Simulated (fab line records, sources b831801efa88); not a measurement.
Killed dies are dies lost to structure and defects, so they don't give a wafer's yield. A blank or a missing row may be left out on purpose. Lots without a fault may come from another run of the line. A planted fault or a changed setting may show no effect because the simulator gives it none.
Which tool did it? | flow sky130 | 12 lots, 36 wafers sampled, at 1 step of a route of 708

WHAT THE GAUGES READ, wafer by wafer
SKY_VIA3_RS_MEAS_22: measures by four-point-probe. Usual: VIA3_W_RS 0.297 ohm/sq, standard deviation 0.0035.
lot  | measured     | on            | VIA3_W_RS (ohm/sq) | flag
L988 | day 39 18:18 | film_metro-03 | 0.303 0.299 0.297  |
L990 | day 40 06:35 | film_metro-04 | 0.295 0.298 0.294  |
L991 | day 40 17:38 | film_metro-03 | 0.295 0.296 0.298  |
L993 | day 41 11:15 | film_metro-04 | 0.301 0.301 0.306  |
L994 | day 42 01:58 | film_metro-04 | 0.299 0.298 0.296  |
L997 | day 42 11:56 | film_metro-01 | 0.299 0.293 0.300  |
L999 | day 43 13:19 | film_metro-03 | 0.300 0.300 0.302  |
L102 | day 44 04:15 | film_metro-04 | 0.295 0.299 0.292  |
L105 | day 44 15:18 | film_metro-03 | 0.301 0.294 0.302  |
L107 | day 45 08:41 | film_metro-03 | 0.300 0.300 0.298  |
L108 | day 45 11:43 | film_metro-01 | 0.294 0.298 0.297  |
L109 | day 45 23:54 | film_metro-01 | 0.297 0.296 0.298  |

WHICH TOOL RAN EACH LOT (tool, then ch and the chambers of the sampled wafers, then the start)
The record holds no process step before these readings.

WHAT THE TOOLS THEMSELVES READ (means of the sampled wafers that have a number; where no wafer has one, the mark that the record gives instead)
The record holds no such reading with a usual standard deviation.

THE ANSWER, worked out from the rows above alone
Rule: a lot is off if the mean of its wafers that have a number lies more than 3 standard deviations from the usual mean. A lot without any number at a reading at which 4 lots or more have one is off too. The other lots that the step has rows for count as sound. The gauges are gone through in route order, then the tools' own readings, and for those a lot's mean is taken as printed above. The first step at which some lot is off is used, and at that step the reading that is off furthest; a lot without a number counts as furthest.
No lot is off at any reading shown: from this, nothing can be told.

WHAT THE SIMULATOR HAD PUT IN
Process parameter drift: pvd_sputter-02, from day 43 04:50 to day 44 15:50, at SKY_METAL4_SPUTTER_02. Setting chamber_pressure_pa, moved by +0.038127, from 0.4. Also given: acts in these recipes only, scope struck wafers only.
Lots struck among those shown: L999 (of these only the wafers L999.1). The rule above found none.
